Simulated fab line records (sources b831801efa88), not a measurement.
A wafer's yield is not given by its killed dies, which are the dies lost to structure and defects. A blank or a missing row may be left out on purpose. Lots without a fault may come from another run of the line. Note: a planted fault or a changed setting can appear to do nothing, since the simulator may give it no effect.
fab line records	flow sky130
record: lots: 5	wafers: 15	lastDay: 49
route steps=708 shown LI_CONTACT@364 LOCAL_INTERCONNECT@387
lots that met no fault: taken from a fault-free run of the same line
startH: hours from the record's opening day to when the first of the lot's shown wafers began	waitH: hours since the lot's step before	" unchanged from the row above	L1.1+2: one row covering several wafers at once	- value missing, or start not given	* or withheld: withheld	< > ~ a bound
route shown NAME@n: names a module that has steps shown in the file, with the first one's number in the route	usual: the fault-free wafers' mean and standard deviation	same: alike in all rows	chamber/n: place in a boat	sites: each site's reading	_std_site: standard deviation of those values	_edge_site: the outer-site mean with the inner-site mean subtracted	radiusMm: for every site, how far away it sits from the centre of the wafer	mask NAME#n: copy n	behind: the most recent tool/chamber to have shaped the wafer	hold: reason for holding the lot/hours on hold/outcome of the hold	device: names the non-switching transistor (n, p or np)	end of line: tests run on the same wafers once the route is complete	a step given without rows: its recipe and nothing more	killed: dies that structure and defects cost at the first sort, which is not the same as the wafer's yield	map: a wafer's dies, marking killed ones x, the rest . and places with no die _
set.NAME: the setting as run; set.NAME@STEP: as run at that earlier step	model.NAME: the simulator's own value behind a step, which no gauge read
lots at selected steps of the route; one table per step, one row per wafer
services: from which hour (startH, from the record's first day; less than 0 if before it) a tool's chamber was out of use, for how many hours, and why
== steps ==
step: SKY_LI_CONTACT_CMP_02
recipe: material: PSG	downForcePsi: 4	platenRpm: 60	padVelocityMS: 0.94248
usual: motorCurrentA: 12.2/1.3	slurryFilterDpKPa: 13.51/0.12	timeToEndpointS: 30.9/2.6
lot.wafer	tool	chamber	startH	waitH	motorCurrentA	slurryFilterDpKPa	timeToEndpointS
L075.2	cmp-01	3	659.53	0.3	11.3	13.53	30.9
L075.6	"	1	"	"	14.4	13.57	28.4
L075.5	"	2	"	"	11.3	13.39	32.2
L078.1	cmp-01	2	695.44	0.1	12.4	13.43	30.5
L078.2	"	0	"	"	11.2	13.66	33.0
L078.3	"	1	"	"	14.5	13.53	27.2
L082.3	cmp-02	0	721.45	0.2	11.0	13.44	32.2
L082.5	"	1	"	"	11.1	13.32	24.9
L082.6	"	2	"	"	13.8	13.46	28.9
L093.3	cmp-01	1	796.13	0.0	13.6	13.36	30.7
L093.1	"	3	"	"	11.7	13.76	34.1
L093.5	"	2	"	"	11.4	13.52	31.5
L095.3	cmp-02	0	807.25	0.0	10.7	13.43	31.4
L095.1	"	2	"	"	13.3	13.56	30.2
L095.5	"	0	"	"	10.7	13.43	32.0
step: SKY_LI_CONTACT_BOW_MEAS_03
recipe: mode: bow
usual: LI_CONTACT_BOW: 54/6.8
lot.wafer	tool	chamber	startH	waitH	LI_CONTACT_BOW[um]
L075.2	filmMetro-02	-	659.75	0.2	51
L075.5	"	-	"	"	50
L075.6	"	-	"	"	62
L078.1	filmMetro-01	-	695.74	0.2	52
L078.2	"	-	"	"	57
L078.3	"	-	"	"	48
L082.3	filmMetro-02	-	721.64	0.1	48
L082.5	"	-	"	"	58
L082.6	"	-	"	"	63
L093.1	filmMetro-02	-	796.43	0.1	47
L093.3	"	-	"	"	46
L093.5	"	-	"	"	48
L095.1	filmMetro-01	-	807.55	0.1	56
L095.3	"	-	"	"	55
L095.5	"	-	"	"	58
step: SKY_LI_CONTACT_DEHYDRATE_04
recipe: tempC: 200	timeS: 60
lot.wafer	tool	chamber	startH	waitH
L075.2+5+6	lithoTrack-04	0	673.38	13.6
L078.1+2+3	lithoTrack-03	0	709.17	13.4
L082.3+5+6	lithoTrack-03	0	734.77	13.1
L093.1+3+5	lithoTrack-01	0	809.36	12.9
L095.1+3+5	lithoTrack-04	0	820.51	12.9
step: SKY_LI_CONTACT_HMDS_05
recipe: primeTimeS: 60	primeTempC: 120
same: primeTimeS: 60
lot.wafer	tool	chamber	startH	waitH
L075.2+5+6	lithoTrack-04	0	673.53	0.1
L078.1+2+3	lithoTrack-03	0	709.32	0.1
L082.3+5+6	lithoTrack-03	0	734.92	0.1
L093.1+3+5	lithoTrack-01	0	809.51	0.1
L095.1+3+5	lithoTrack-04	0	820.66	0.1
step: SKY_LI_CONTACT_COAT_06
recipe: resist: BARC	tempC: withheld	timeS: withheld	spinRpm: 3000	resistThkNm: 60
lot.wafer	tool	chamber	startH	waitH
L075.2+5+6	lithoTrack-04	0	673.68	0.1
L078.1+2+3	lithoTrack-03	0	709.47	0.1
L082.3+5+6	lithoTrack-03	0	735.07	0.1
L093.1+3+5	lithoTrack-01	0	809.66	0.1
L095.1+3+5	lithoTrack-04	0	820.81	0.1
step: SKY_LI_CONTACT_COAT_07
recipe: resist: KrF-thick	spinRpm: 3000	resistThkNm: 450
lot.wafer	tool	chamber	startH	waitH
L075.2+5+6	lithoTrack-04	0	-	-
L078.1+2+3	lithoTrack-03	0	-	-
L082.3+5+6	lithoTrack-03	0	-	-
L093.1+3+5	lithoTrack-01	0	-	-
L095.1+3+5	lithoTrack-04	0	-	-
step: SKY_LI_CONTACT_SOFTBAKE_08
recipe: tempC: 100	timeS: 90	resist: KrF-thick
lot.wafer	tool	chamber	startH	waitH
L075.2+5+6	lithoTrack-04	0	-	-
L078.1+2+3	lithoTrack-03	0	-	-
L082.3+5+6	lithoTrack-03	0	-	-
L093.1+3+5	lithoTrack-01	0	-	-
L095.1+3+5	lithoTrack-04	0	-	-
step: SKY_LI_CONTACT_EXPOSE_09
recipe: maskId: LICM1	na: 0.8	sourceShape: annular	sigmaInner: 0.55	sigmaOuter: 0.85	targetCdNm: 170	doseMj: 38
lot.wafer	tool	chamber	startH	waitH	mask
L075.2+5+6	krfScanner-02	0	-	-	LICM1#0
L078.1+2+3	krfScanner-01	0	-	-	LICM1#0
L082.3+5+6	krfScanner-02	0	-	-	LICM1#0
L093.1+3+5	krfScanner-02	0	-	-	LICM1#0
L095.1+3+5	krfScanner-02	0	-	-	LICM1#0
step: SKY_LI_CONTACT_PEB_10
recipe: pebTempC: withheld	pebTimeS: withheld	resist: KrF-thick
lot.wafer	tool	chamber	startH	waitH
L075.2+5+6	lithoTrack-04	0	-	-
L078.1+2+3	lithoTrack-04	0	-	-
L082.3+5+6	lithoTrack-04	0	-	-
L093.1+3+5	lithoTrack-01	0	-	-
L095.1+3+5	lithoTrack-01	0	-	-
step: SKY_LI_CONTACT_DEVELOP_11
recipe: developTimeS: 60	resist: KrF-thick	devTempC: 21
lot.wafer	tool	chamber	startH	waitH
L075.2+5+6	lithoTrack-04	0	-	-
L078.1+2+3	lithoTrack-04	0	-	-
L082.3+5+6	lithoTrack-04	0	-	-
L093.1+3+5	lithoTrack-01	0	-	-
L095.1+3+5	lithoTrack-01	0	-	-
step: SKY_LI_CONTACT_CD_MEAS_12
recipe: targetCdNm: 170
usual: cdNm: 170.5/1.8
lot.wafer	tool	chamber	startH	waitH	cdNm
L075.2	cdSem-02	-	687.42	-	170.5
L075.5	"	-	"	"	171.6
L075.6	"	-	"	"	171.0
L078.1	cdSem-01	-	723.95	-	170.8
L078.2	"	-	"	"	170.6
L078.3	"	-	"	"	168.4
L082.3	cdSem-02	-	749.60	-	171.0
L082.5	"	-	"	"	170.1
L082.6	"	-	"	"	170.7
L093.1	cdSem-02	-	823.31	-	172.0
L093.3	"	-	"	"	171.7
L093.5	"	-	"	"	171.8
L095.1	cdSem-02	-	834.11	-	167.8
L095.3	"	-	"	"	168.1
L095.5	"	-	"	"	170.5
step: SKY_LI_CONTACT_OVL_MEAS_13
usual: LI_CONTACT_OVL: -4/4.8
lot.wafer	tool	chamber	startH	waitH	LI_CONTACT_OVL[nm]
L075.2	overlay-01	-	687.53	0.1	-2
L075.5	"	-	"	"	-7
L075.6	"	-	"	"	-14
L078.1	overlay-02	-	724.07	0.1	0
L078.2	"	-	"	"	-1
L078.3	"	-	"	"	1
L082.3	overlay-02	-	749.69	0.1	-6
L082.5	"	-	"	"	-9
L082.6	"	-	"	"	-9
L093.1	overlay-01	-	823.43	0.1	-14
L093.3	"	-	"	"	-15
L093.5	"	-	"	"	-13
L095.1	overlay-02	-	834.23	0.1	-9
L095.3	"	-	"	"	1
L095.5	"	-	"	"	0
step: SKY_LI_CONTACT_ETCH_14
recipe: chemistry: N2/H2	target: BARC	ionEnergyEv: 200	sourceW: 500	biasW: 100	pressureMtorr: 30	n2FlowSccm: 100	h2FlowSccm: 200	stopOn: SiO2	timeS: 45.9	targetDepthA: 600
usual: drypumpMotorCurrentA: 5.7/0.39	oesProductAu: 0.855/0.0049	throttleValvePct: 13.226/0.0084
lot.wafer	tool	chamber	startH	waitH	drypumpMotorCurrentA	oesProductAu	rfHoursCounterH	throttleValvePct
L075.2	rieDiel-03	3	687.56	0.0	5.7	0.857	12	13.229
L075.5	"	0	"	"	6.5	0.850	-	13.216
L075.6	"	3	"	"	5.7	0.863	-	13.215
L078.1	rieDiel-02	1	724.11	0.0	5.5	0.853	11	13.227
L078.2	"	2	"	"	5.7	0.859	4	13.229
L078.3	"	3	"	"	5.9	0.860	16	13.229
L082.3	rieDiel-03	2	749.71	0.0	5.3	0.854	8	13.231
L082.5	"	0	"	"	6.5	0.855	-	13.225
L082.6	"	3	"	"	5.8	0.848	-	13.229
L093.1	rieDiel-01	3	823.46	0.0	5.9	0.852	16	13.227
L093.3	"	1	"	"	5.8	0.852	13	13.210
L093.5	"	3	"	"	5.9	0.859	-	13.221
L095.1	rieDiel-02	2	834.26	0.0	5.7	0.859	7	13.230
L095.3	"	3	"	"	5.9	0.856	19	13.214
L095.5	"	1	"	"	5.5	0.851	-	13.228
step: SKY_LI_CONTACT_ETCH_15
recipe: target: PSG	chemistry: C4F8/O2/Ar	stopOn: Si	taperDeg: 4.15	maskMaterial: KrF-thick	sourceW: 1500	biasW: 1200	pressureMtorr: 40	c4f8FlowSccm: withheld	O2_flow_sccm: 6	Ar_flow_sccm: 300	timeS: withheld	targetDepthA: 6000
usual: oesProductAu: 0.838/0.0045
lot.wafer	tool	chamber	startH	waitH	oesProductAu
L075.2	rieDiel-03	3	687.60	0.0	0.837
L075.5	"	0	"	"	0.840
L075.6	"	3	"	"	0.837
L078.1	rieDiel-02	1	724.15	0.0	0.838
L078.2	"	2	"	"	0.839
L078.3	"	3	"	"	0.834
L082.3	rieDiel-03	2	749.75	0.0	0.837
L082.5	"	0	"	"	0.837
L082.6	"	3	"	"	0.838
L093.1	rieDiel-01	3	823.51	0.0	0.839
L093.3	"	1	"	"	0.834
L093.5	"	3	"	"	0.827
L095.1	rieDiel-02	2	834.31	0.0	0.842
L095.3	"	3	"	"	0.840
L095.5	"	1	"	"	0.829
step: SKY_LI_CONTACT_STRIP_16
recipe: chemistry: O2/N2	powerW: 1400	pressureMtorr: 1500	platenTempC: withheld	o2FlowSccm: 3000	n2FlowSccm: 300	overashFraction: 0.5
usual: drypumpMotorCurrentA: 5.7/0.49	oesProductAu: 0.375/0.0042	stripTimeToEndpointS: 3.51/0.03
lot.wafer	tool	chamber	startH	waitH	drypumpMotorCurrentA	oesProductAu	rfHoursCounterH	stripTimeToEndpointS
L075.2	plasmaAsher-02	1	687.69	-	5.6	0.373	87	3.50
L075.5	"	0	"	"	4.9	0.378	-	3.51
L075.6	"	1	"	"	5.6	0.379	-	3.49
L078.1	plasmaAsher-03	0	724.24	-	6.4	0.377	104	3.48
L078.2	"	1	"	"	5.4	0.373	104	3.52
L078.3	"	1	"	"	5.4	0.378	-	3.54
L082.3	plasmaAsher-03	0	749.87	-	6.4	0.383	-	3.55
L082.5	"	0	"	"	6.4	0.377	-	3.49
L082.6	"	1	"	"	5.4	0.374	-	3.52
L093.1	plasmaAsher-03	1	823.59	-	5.4	0.378	8	3.52
L093.3	"	1	"	"	5.4	0.372	-	3.53
L093.5	"	0	"	"	6.4	0.374	-	3.54
L095.1	plasmaAsher-03	1	834.39	-	5.4	0.373	9	3.54
L095.3	"	0	"	"	6.5	0.376	-	3.55
L095.5	"	0	"	"	6.5	0.367	-	3.47
step: SKY_LI_CONTACT_CLEAN_17
recipe: chemistry: NMP	timeS: 600	tempC: 60	dry: n2Spin
lot.wafer	tool	chamber	startH	waitH
L075.2+5+6	wetBench-04	1	687.79	0.1
L078.1+2+3	wetBench-03	2	724.34	0.1
L082.3+5+6	wetBench-04	2	749.94	0.0
L093.1+3+5	wetBench-01	0	823.69	0.1
L095.1+3+5	wetBench-03	3	834.49	0.1
step: SKY_LI_CONTACT_PRE_CLEAN_18
recipe: gas: Ar	timeS: 5.6	biasV: 358
lot.wafer	tool	chamber	startH	waitH
L075.2+5+6	pvdSputter-04	-	687.98	0.0
L078.1+2+3	pvdSputter-04	-	724.51	0.0
L082.3+5+6	pvdSputter-03	-	750.11	0.0
L093.1+3+5	pvdSputter-01	-	823.87	0.0
L095.1+3+5	pvdSputter-04	-	834.68	0.0
step: SKY_LI_CONTACT_SPUTTER_19
recipe: material: Ti	targetThkNm: 20	chamberPressurePa: 5	powerW: 2500	substrateTempC: 200	timeS: 106.37
usual: substrateTempC: 200.01/0.16	throttleValvePct: 30.8/1.4
lot.wafer	tool	chamber	startH	waitH	substrateTempC	throttleValvePct
L075.2	pvdSputter-04	-	688.00	0.0	200.03	28.7
L075.5	"	-	"	"	200.07	28.4
L075.6	"	-	"	"	199.94	32.3
L078.1	pvdSputter-04	-	724.53	0.0	200.07	29.7
L078.2	"	-	"	"	200.16	32.0
L078.3	"	-	"	"	200.02	28.6
L082.3	pvdSputter-03	-	750.13	0.0	199.82	32.0
L082.5	"	-	"	"	200.14	31.2
L082.6	"	-	"	"	199.98	32.2
L093.1	pvdSputter-01	-	823.89	0.0	200.00	30.3
L093.3	"	-	"	"	200.01	29.9
L093.5	"	-	"	"	200.04	30.3
L095.1	pvdSputter-04	-	834.70	0.0	199.95	28.5
L095.3	"	-	"	"	200.09	28.4
L095.5	"	-	"	"	199.80	28.7
step: SKY_LI_CONTACT_SPUTTER_20
recipe: material: TiN	targetThkNm: 20	chamberPressurePa: 5	powerW: 4000	timeS: 80
usual: throttleValvePct: 30.8/1.4
lot.wafer	tool	chamber	startH	waitH	throttleValvePct
L075.2	pvdSputter-04	-	688.07	0.0	28.5
L075.5	"	-	"	"	28.4
L075.6	"	-	"	"	32.0
L078.1	pvdSputter-04	-	724.61	0.0	29.5
L078.2	"	-	"	"	32.0
L078.3	"	-	"	"	28.6
L082.3	pvdSputter-03	-	750.21	0.0	31.8
L082.5	"	-	"	"	31.5
L082.6	"	-	"	"	32.1
L093.1	pvdSputter-01	-	823.96	0.0	30.8
L093.3	"	-	"	"	29.7
L093.5	"	-	"	"	30.3
L095.1	pvdSputter-04	-	834.78	0.0	28.4
L095.3	"	-	"	"	28.6
L095.5	"	-	"	"	28.5
step: SKY_LI_CONTACT_CVD_21
recipe: material: W	targetThkNm: 400	timeS: 120.56	tempC: 400	pressureTorr: 40
usual: chamberPressureTorr: 40.00/0.091	heaterPowerW: 964/85	susceptorTempC: 400.00/0.22
lot.wafer	tool	chamber	startH	waitH	chamberPressureTorr	heaterPowerW	susceptorTempC
L075.2	cvdW-01	0	688.14	0.0	40.03	1070	399.73
L075.5	"	1	"	"	39.91	934	399.92
L075.6	"	0	"	"	39.92	1082	399.69
L078.1	cvdW-01	1	724.67	0.0	39.96	931	400.16
L078.2	"	0	"	"	40.02	1061	400.39
L078.3	"	0	"	"	39.92	1064	400.57
L082.3	cvdW-01	0	750.31	0.1	39.91	1117	400.21
L082.5	"	0	"	"	40.03	1063	400.15
L082.6	"	1	"	"	40.04	948	399.79
L093.1	cvdW-02	0	824.02	0.0	40.00	889	399.72
L093.3	"	1	"	"	40.06	901	400.05
L093.5	"	1	"	"	39.88	884	400.26
L095.1	cvdW-01	0	834.84	0.0	40.00	1083	400.49
L095.3	"	1	"	"	39.80	974	400.21
L095.5	"	1	"	"	39.87	969	400.27
step: SKY_LI_CONTACT_RS_MEAS_22
recipe: thkMeasGauge: four-point-probe	reads: W_of_LI_CONTACT_CVD_21+TiN_of_LI_CONTACT_SPUTTER_20+Ti_of_LI_CONTACT_SPUTTER_19
usual: LI_CONTACT_W_RS: 0.286/0.0044
lot.wafer	tool	chamber	startH	waitH	LI_CONTACT_W_RS[ohm/sq]
L075.2	filmMetro-01	-	688.28	0.1	0.283
L075.5	"	-	"	"	0.283
L075.6	"	-	"	"	0.281
L078.1	filmMetro-01	-	724.80	0.1	0.280
L078.2	"	-	"	"	0.283
L078.3	"	-	"	"	0.284
L082.3	filmMetro-01	-	750.44	0.1	0.282
L082.5	"	-	"	"	0.280
L082.6	"	-	"	"	0.281
L093.1	filmMetro-02	-	824.15	0.1	0.292
L093.3	"	-	"	"	0.286
L093.5	"	-	"	"	0.291
L095.1	filmMetro-02	-	834.97	0.1	0.284
L095.3	"	-	"	"	0.285
L095.5	"	-	"	"	0.285
step: SKY_LI_CONTACT_THK_MEAS_23
recipe: thkMeasGauge: xrf	reads: W_of_LI_CONTACT_CVD_21
usual: LI_CONTACT_W_THK: 403/7.7
lot.wafer	tool	chamber	startH	waitH	LI_CONTACT_W_THK[nm]
L075.2	filmMetro-01	-	688.39	0.1	403
L075.5	"	-	"	"	399
L075.6	"	-	"	"	406
L078.1	filmMetro-01	-	724.92	0.1	407
L078.2	"	-	"	"	399
L078.3	"	-	"	"	397
L082.3	filmMetro-01	-	750.54	0.1	411
L082.5	"	-	"	"	411
L082.6	"	-	"	"	411
L093.1	filmMetro-02	-	824.27	0.1	398
L093.3	"	-	"	"	408
L093.5	"	-	"	"	400
L095.1	filmMetro-02	-	835.09	0.1	409
L095.3	"	-	"	"	409
L095.5	"	-	"	"	409
step: SKY_LI_CONTACT_CMP_24
recipe: stopOn: PSG	tOverpolishS: 20	downForcePsi: 3.5	platenRpm: 60	targetThkNm: 0	padVelocityMS: 0.94248
usual: motorCurrentA: 11.1/1.2	overpolishRunS: 20.000/0.01	slurryFilterDpKPa: 13.51/0.13	timeToEndpointS: 95/3.8
lot.wafer	tool	chamber	startH	waitH	motorCurrentA	overpolishRunS	slurryFilterDpKPa	timeToEndpointS
L075.2	cmp-01	2	688.44	0.0	10.6	20.003	13.75	97
L075.6	"	2	"	"	10.6	20.016	13.47	99
L075.5	"	3	"	"	10.5	20.000	13.71	98
L078.1	cmp-01	0	724.98	0.1	9.7	19.992	13.46	92
L078.3	"	1	"	"	13.5	19.999	13.32	88
L078.2	"	2	"	"	10.6	20.009	13.45	94
L082.3	cmp-02	1	750.63	0.1	10.8	20.004	13.34	90
L082.6	"	0	"	"	10.3	19.981	13.33	95
L082.5	"	1	"	"	10.1	20.001	13.65	93
L093.3	cmp-02	1	824.33	0.0	10.1	20.009	13.31	89
L093.1	"	2	"	"	12.6	19.983	13.67	93
L093.5	"	2	"	"	12.3	19.998	13.55	91
L095.1	cmp-01	0	835.15	0.1	10.4	20.005	13.61	95
L095.3	"	2	"	"	9.9	20.007	13.49	99
L095.5	"	1	"	"	12.5	19.996	13.37	96
step: SKY_LOCAL_INTERCONNECT_SPUTTER_00
recipe: material: TiN	targetThkNm: 100	tempC: 300	powerW: 6500	timeS: 83.3	chamberPressurePa: 0.4
usual: substrateTempC: 300.03/0.18	susceptorTempC: 300.00/0.19	throttleValvePct: 30.1/1.4
lot.wafer	tool	chamber	startH	waitH	substrateTempC	susceptorTempC	throttleValvePct
L075.2	pvdSputter-01	-	688.74	0.2	300.08	299.86	31.2
L075.5	"	-	"	"	300.06	300.05	29.6
L075.6	"	-	"	"	299.73	299.95	32.1
L078.1	pvdSputter-02	-	725.28	0.2	300.09	300.22	28.9
L078.2	"	-	"	"	300.32	299.76	28.7
L078.3	"	-	"	"	299.91	300.01	29.3
L082.3	pvdSputter-02	-	750.88	0.2	300.08	300.15	28.7
L082.5	"	-	"	"	299.90	299.81	29.4
L082.6	"	-	"	"	299.82	299.96	28.5
L093.1	pvdSputter-04	-	824.63	0.2	299.89	299.76	28.4
L093.3	"	-	"	"	300.05	300.08	29.5
L093.5	"	-	"	"	300.32	300.16	32.1
L095.1	pvdSputter-01	-	835.45	0.2	299.88	300.23	32.3
L095.3	"	-	"	"	300.18	300.22	31.4
L095.5	"	-	"	"	300.02	300.24	32.2
step: SKY_LOCAL_INTERCONNECT_RS_MEAS_01
recipe: thkMeasGauge: four-point-probe	reads: TiN_of_LOCAL_INTERCONNECT_SPUTTER_00
usual: LOCAL_INTERCONNECT_TIN_RS: 14.09/0.12
lot.wafer	tool	chamber	startH	waitH	LOCAL_INTERCONNECT_TIN_RS[ohm/sq]
L075.2	filmMetro-01	-	688.82	0.1	14.08
L075.5	"	-	"	"	13.94
L075.6	"	-	"	"	14.01
L078.1	filmMetro-01	-	725.34	0.0	14.03
L078.2	"	-	"	"	13.95
L078.3	"	-	"	"	13.97
L082.3	filmMetro-04	-	750.98	0.1	14.20
L082.5	"	-	"	"	14.05
L082.6	"	-	"	"	14.17
L093.1	filmMetro-04	-	824.69	0.0	14.42
L093.3	"	-	"	"	14.01
L093.5	"	-	"	"	14.36
L095.1	filmMetro-01	-	835.51	0.0	13.92
L095.3	"	-	"	"	14.13
L095.5	"	-	"	"	14.01
step: SKY_LOCAL_INTERCONNECT_THK_MEAS_02
recipe: thkMeasGauge: xrf	reads: TiN_of_LOCAL_INTERCONNECT_SPUTTER_00
usual: LOCAL_INTERCONNECT_TIN_THK: 99.2/1
lot.wafer	tool	chamber	startH	waitH	LOCAL_INTERCONNECT_TIN_THK[nm]
L075.2	filmMetro-01	-	688.93	0.1	99.0
L075.5	"	-	"	"	99.9
L075.6	"	-	"	"	99.1
L078.1	filmMetro-01	-	725.46	0.1	98.8
L078.2	"	-	"	"	98.6
L078.3	"	-	"	"	99.5
L082.3	filmMetro-04	-	751.08	0.1	99.1
L082.5	"	-	"	"	100.2
L082.6	"	-	"	"	99.1
L093.1	filmMetro-04	-	824.81	0.1	96.3
L093.3	"	-	"	"	99.6
L093.5	"	-	"	"	96.9
L095.1	filmMetro-01	-	835.63	0.1	99.6
L095.3	"	-	"	"	99.2
L095.5	"	-	"	"	99.7
step: SKY_LOCAL_INTERCONNECT_DEHYDRATE_03
recipe: tempC: 200	timeS: 60
lot.wafer	tool	chamber	startH	waitH
L075.2+5+6	lithoTrack-04	0	702.43	13.5
L078.1+2+3	lithoTrack-02	0	738.25	12.8
L082.3+5+6	lithoTrack-03	0	764.02	12.9
L093.1+3+5	lithoTrack-03	0	837.22	12.4
L095.1+3+5	lithoTrack-04	0	847.96	12.3
step: SKY_LOCAL_INTERCONNECT_HMDS_04
recipe: primeTimeS: 60	primeTempC: 120
same: primeTimeS: 60
lot.wafer	tool	chamber	startH	waitH
L075.2+5+6	lithoTrack-04	0	702.58	0.1
L078.1+2+3	lithoTrack-02	0	738.40	0.1
L082.3+5+6	lithoTrack-03	0	764.17	0.1
L093.1+3+5	lithoTrack-03	0	837.37	0.1
L095.1+3+5	lithoTrack-04	0	848.11	0.1
step: SKY_LOCAL_INTERCONNECT_COAT_05
recipe: resist: BARC	tempC: withheld	timeS: withheld	spinRpm: 3000	resistThkNm: 60
lot.wafer	tool	chamber	startH	waitH
L075.2+5+6	lithoTrack-04	0	702.73	0.1
L078.1+2+3	lithoTrack-02	0	738.55	0.1
L082.3+5+6	lithoTrack-03	0	764.32	0.1
L093.1+3+5	lithoTrack-03	0	837.52	0.1
L095.1+3+5	lithoTrack-04	0	848.26	0.1
step: SKY_LOCAL_INTERCONNECT_COAT_06
recipe: resist: KrF-thick	spinRpm: 3000	resistThkNm: 450
lot.wafer	tool	chamber	startH	waitH
L075.2+5+6	lithoTrack-04	0	-	-
L078.1+2+3	lithoTrack-02	0	-	-
L082.3+5+6	lithoTrack-03	0	-	-
L093.1+3+5	lithoTrack-03	0	-	-
L095.1+3+5	lithoTrack-04	0	-	-
step: SKY_LOCAL_INTERCONNECT_SOFTBAKE_07
recipe: tempC: 100	timeS: 90	resist: KrF-thick
lot.wafer	tool	chamber	startH	waitH
L075.2+5+6	lithoTrack-04	0	-	-
L078.1+2+3	lithoTrack-02	0	-	-
L082.3+5+6	lithoTrack-03	0	-	-
L093.1+3+5	lithoTrack-03	0	-	-
L095.1+3+5	lithoTrack-04	0	-	-
step: SKY_LOCAL_INTERCONNECT_EXPOSE_08
recipe: maskId: LI1M	na: 0.8	sourceShape: annular	sigmaInner: 0.55	sigmaOuter: 0.85	targetCdNm: 170	doseMj: 28
lot.wafer	tool	chamber	startH	waitH	mask
L075.2+5+6	krfScanner-01	0	-	-	LI1M#0
L078.1+2+3	krfScanner-02	0	-	-	LI1M#0
L082.3+5+6	krfScanner-01	0	-	-	LI1M#0
L093.1+3+5	krfScanner-01	0	-	-	LI1M#0
L095.1+3+5	krfScanner-02	0	-	-	LI1M#0
step: SKY_LOCAL_INTERCONNECT_PEB_09
recipe: pebTempC: withheld	pebTimeS: withheld	resist: KrF-thick
lot.wafer	tool	chamber	startH	waitH
L075.2+5+6	lithoTrack-04	0	-	-
L078.1+2+3	lithoTrack-02	0	-	-
L082.3+5+6	lithoTrack-04	0	-	-
L093.1+3+5	lithoTrack-02	0	-	-
L095.1+3+5	lithoTrack-03	0	-	-
step: SKY_LOCAL_INTERCONNECT_DEVELOP_10
recipe: developTimeS: 60	resist: KrF-thick	devTempC: 21
lot.wafer	tool	chamber	startH	waitH
L075.2+5+6	lithoTrack-04	0	-	-
L078.1+2+3	lithoTrack-02	0	-	-
L082.3+5+6	lithoTrack-04	0	-	-
L093.1+3+5	lithoTrack-02	0	-	-
L095.1+3+5	lithoTrack-03	0	-	-
step: SKY_LOCAL_INTERCONNECT_CD_MEAS_11
recipe: targetCdNm: 170
usual: cdNm: 170.1/1.6
lot.wafer	tool	chamber	startH	waitH	cdNm
L075.2	cdSem-01	-	716.82	-	170.3
L075.5	"	-	"	"	170.2
L075.6	"	-	"	"	171.1
L078.1	cdSem-01	-	752.65	-	172.4
L078.2	"	-	"	"	173.1
L078.3	"	-	"	"	171.7
L082.3	cdSem-02	-	777.60	-	169.0
L082.5	"	-	"	"	168.2
L082.6	"	-	"	"	169.8
L093.1	cdSem-01	-	850.90	-	168.5
L093.3	"	-	"	"	170.2
L093.5	"	-	"	"	169.6
L095.1	cdSem-01	-	862.07	-	171.6
L095.3	"	-	"	"	171.6
L095.5	"	-	"	"	170.6
step: SKY_LOCAL_INTERCONNECT_OVL_MEAS_12
usual: LOCAL_INTERCONNECT_OVL: -2/5.1
lot.wafer	tool	chamber	startH	waitH	LOCAL_INTERCONNECT_OVL[nm]
L075.2	overlay-02	-	716.93	0.1	-6
L075.5	"	-	"	"	-2
L075.6	"	-	"	"	-2
L078.1	overlay-02	-	752.77	0.1	-5
L078.2	"	-	"	"	-1
L078.3	"	-	"	"	-9
L082.3	overlay-02	-	777.69	0.1	-1
L082.5	"	-	"	"	-7
L082.6	"	-	"	"	-16
L093.1	overlay-02	-	851.02	0.1	-1
L093.3	"	-	"	"	1
L093.5	"	-	"	"	2
L095.1	overlay-02	-	862.19	0.1	-1
L095.3	"	-	"	"	5
L095.5	"	-	"	"	-9
== services ==
tool	chamber	startH	hours	kind
cmp-02	-	635.63	7.8	repair
krfScanner-01	-	637.95	0.8	pm
krfScanner-01	-	640.73	1.0	pm
krfScanner-02	-	643.44	1.0	pm
krfScanner-01	-	647.63	0.2	repair
cmp-02	-	654.66	5.9	pm
krfScanner-01	-	656.11	2.5	repair
cvdW-01	-	666.74	6.0	pm
cvdW-01	-	672.74	4.3	pm
krfScanner-01	-	693.37	8.1	repair
rieDiel-02	-	694.55	2.8	pm
rieDiel-02	1	697.55	4.6	repair
rieDiel-02	-	700.69	0.7	repair
rieDiel-02	1	704.31	14.4	repair
krfScanner-02	-	709.85	0.8	pm
krfScanner-02	-	728.37	1.3	pm
plasmaAsher-03	-	733.75	9.0	pm
cmp-01	-	744.11	4.0	pm
cmp-01	-	748.11	4.8	pm
krfScanner-02	-	792.30	0.2	repair
krfScanner-02	-	803.82	1.6	repair
krfScanner-02	-	812.45	1.0	pm
krfScanner-02	-	832.29	12.9	repair
krfScanner-02	-	858.23	1.0	repair
== key ==
fault none
